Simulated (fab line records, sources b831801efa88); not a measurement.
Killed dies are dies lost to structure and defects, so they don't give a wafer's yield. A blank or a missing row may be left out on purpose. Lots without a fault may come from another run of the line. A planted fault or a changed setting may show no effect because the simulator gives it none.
Which tool did it? | flow gf180mcu | 13 lots, 39 wafers sampled, at 6 steps of a route of 602

WHAT THE GAUGES READ, wafer by wafer
GF_DUAL_GATE_THK_MEAS_03.
lot  | measured     | on            | DUAL_GATE_OXIDATION_00_THK (nm)
L381 | day 7 19:01  | film_metro-03 | 10.76 10.69 10.79
L382 | day 7 23:16  | film_metro-01 | 10.92 11.01 10.90
L383 | day 8 06:32  | film_metro-03 | 10.81 10.91 10.76
L388 | day 9 12:46  | film_metro-02 | 10.81 10.74 10.82
L393 | day 10 23:59 | film_metro-03 | 10.74 10.73 10.77
L394 | day 11 03:55 | film_metro-02 | 11.00 10.96 11.10
L396 | day 12 03:31 | film_metro-02 | 11.00 11.07 11.07
L397 | day 12 13:19 | film_metro-02 | 10.81 10.93 10.92
L398 | day 12 17:59 | film_metro-02 | 11.02 10.92 11.01
L399 | day 12 17:59 | film_metro-03 | 11.09 11.13 11.01
L400 | day 13 00:36 | film_metro-02 | 10.82 10.68 10.82
L402 | day 13 15:47 | film_metro-02 | 10.58 10.61 10.60
L404 | day 14 04:37 | film_metro-03 | 10.57 10.78 10.72

GF_HV_LDD_OVL_MEAS_47.
lot  | measured     | on         | HV_LDD_03_OVL (nm)
L381 | day 12 11:38 | overlay-02 | 1.3 -0.6 -1.1
L382 | day 12 16:41 | overlay-02 | -2.7 -1.7 -2.5
L383 | day 13 00:49 | overlay-02 | -0.7 -1.3 -3.0
L388 | day 14 14:58 | overlay-02 | -0.3 -4.1 -2.2
L393 | day 16 07:09 | overlay-01 | 0.9 0.2 -1.7
L394 | day 16 17:44 | overlay-02 | -1.5 1.0 -0.9
L396 | day 17 18:56 | overlay-01 | -0.7 0.4 -3.7
L397 | day 18 04:43 | overlay-01 | -1.6 -2.6 -2.2
L398 | day 18 13:20 | overlay-01 | -3.9 -3.4 -3.1
L399 | day 18 13:38 | overlay-02 | -2.9 -1.2 -3.5
L400 | day 18 18:09 | overlay-02 | -5.8 -1.5 -3.1
L402 | day 19 13:50 | overlay-02 | -1.4 -0.7 -1.7
L404 | day 20 03:41 | overlay-01 | -3.3 -2.9 -3.7

GF_NSD_CD_MEAS_07: target cd 400 nm.
lot  | measured     | on        | cd_nm (nm)
L381 | day 13 09:50 | cd_sem-01 | 399.4 399.3 396.4
L382 | day 13 15:20 | cd_sem-01 | 397.1 396.0 399.2
L383 | day 14 00:52 | cd_sem-01 | 401.9 401.1 404.3
L388 | day 15 14:03 | cd_sem-01 | - - -
L393 | day 17 09:44 | cd_sem-02 | 401.6 398.8 401.7
L394 | day 17 20:13 | cd_sem-02 | 399.5 395.7 396.8
L396 | day 18 22:07 | cd_sem-01 | 401.5 401.6 403.5
L397 | day 19 07:56 | cd_sem-01 | 399.4 396.5 398.7
L398 | day 19 18:30 | cd_sem-02 | 397.0 400.9 402.3
L399 | day 19 18:33 | cd_sem-01 | 398.3 398.2 398.6
L400 | day 19 21:19 | cd_sem-01 | 404.6 405.3 403.9
L402 | day 20 16:24 | cd_sem-01 | 396.7 394.8 394.0
L404 | day 21 07:33 | cd_sem-02 | 398.2 397.7 396.5

GF_NSD_TW_MEAS_12.
lot  | measured     | on            | NSD_TW
L381 | day 13 10:22 | film_metro-03 | 4219 4224 4233
L382 | day 13 15:53 | film_metro-04 | 4226 4232 4240
L383 | day 14 01:23 | film_metro-04 | 4267 4289 4261
L388 | day 15 14:36 | film_metro-04 | 30 30 30
L393 | day 17 10:17 | film_metro-04 | 4238 4245 4236
L394 | day 17 20:46 | film_metro-04 | 4248 4225 4227
L396 | day 18 22:40 | film_metro-03 | 4214 4210 4199
L397 | day 19 08:29 | film_metro-01 | 4196 4210 4206
L398 | day 19 19:03 | film_metro-01 | 4206 4205 4181
L399 | day 19 19:06 | film_metro-04 | 4266 4271 4243
L400 | day 19 21:52 | film_metro-03 | 4198 4204 4208
L402 | day 20 16:57 | film_metro-01 | 4184 4173 4170
L404 | day 21 08:06 | film_metro-01 | 4215 4209 4209

GF_SAB_CD_MEAS_09: target cd 420 nm.
lot  | measured     | on        | cd_nm (nm)
L381 | day 15 03:04 | cd_sem-01 | 417.6 421.3 419.7
L382 | day 15 09:19 | cd_sem-02 | 419.7 418.6 419.2
L383 | day 15 20:14 | cd_sem-02 | 418.0 417.7 417.2
L388 | day 17 12:27 | cd_sem-01 | 419.6 419.5 418.8
L393 | day 19 09:56 | cd_sem-01 | 420.0 420.1 419.0
L394 | day 19 21:33 | cd_sem-02 | 422.6 419.6 420.8
L396 | day 20 23:25 | cd_sem-01 | 416.8 418.1 416.6
L397 | day 21 09:11 | cd_sem-01 | 418.5 419.4 418.7
L398 | day 21 19:27 | cd_sem-02 | 418.5 419.8 419.7
L399 | day 21 19:49 | cd_sem-02 | 421.0 420.6 419.4
L400 | day 21 22:23 | cd_sem-01 | 420.4 419.1 420.7
L402 | day 22 16:28 | cd_sem-02 | 416.3 419.8 418.5
L404 | day 23 06:58 | cd_sem-01 | 418.5 418.6 417.1

WHICH TOOL RAN EACH LOT (tool, then ch and the chambers of the sampled wafers, then the start)
lot  | GF_NSD_EXPOSE_04
L381 | iline_stepper-02 ch 0, day 12 23:42
L382 | iline_stepper-01 ch 0, day 13 05:48
L383 | iline_stepper-02 ch 0, day 13 15:12
L388 | iline_stepper-01 ch 0, day 15 04:10
L393 | iline_stepper-02 ch 0, day 16 22:52
L394 | iline_stepper-02 ch 0, day 17 09:14
L396 | iline_stepper-01 ch 0, day 18 10:10
L397 | iline_stepper-02 ch 0, day 18 20:19
L398 | iline_stepper-02 ch 0, day 19 06:00
L399 | iline_stepper-02 ch 0, day 19 06:22
L400 | iline_stepper-02 ch 0, day 19 08:55
L402 | iline_stepper-02 ch 0, day 20 04:48
L404 | iline_stepper-02 ch 0, day 20 19:54
- GF_NSD_EXPOSE_04: exposes mask Nplus, target cd 400 nm.

WHAT THE TOOLS THEMSELVES READ (means of the sampled wafers that have a number; where no wafer has one, the mark that the record gives instead)
The record holds no such reading with a usual standard deviation.

THE ANSWER, worked out from the rows above alone
Rule: what is usual is taken from the lots themselves. Put in order of their means at a reading, lots are off if they are a third of the lots or fewer, leave a main group of 4 or more, and stand apart from it by a gap of 3 or more times the standard deviation of the main group's means; of several such gaps the widest counts. A main group whose means are all the same, to the digits that the tables above print for the reading, isn't used. A lot without any number at a reading at which 4 lots or more have one is off too. The other lots that the step has rows for count as sound. The gauges are gone through in route order, then the tools' own readings, and for those a lot's mean is taken as printed above. The first step at which some lot is off is used, and at that step the reading that is off furthest; a lot without a number counts as furthest.
Off: L388, at GF_NSD_CD_MEAS_07 (cd_nm). Without a number there: L388. The main group: mean 399.4 nm, standard deviation 2.6.
A tool fits if, at a process step before that reading, it ran every lot that is off, and no sound lot after the first of them. The gauges at GF_NSD_CD_MEAS_07 aren't tried: what is off there is off at GF_NSD_TW_MEAS_12 too, on other tools, and a gauge's error can't cause that. None of those tried fits.

WHAT THE SIMULATOR HAD PUT IN
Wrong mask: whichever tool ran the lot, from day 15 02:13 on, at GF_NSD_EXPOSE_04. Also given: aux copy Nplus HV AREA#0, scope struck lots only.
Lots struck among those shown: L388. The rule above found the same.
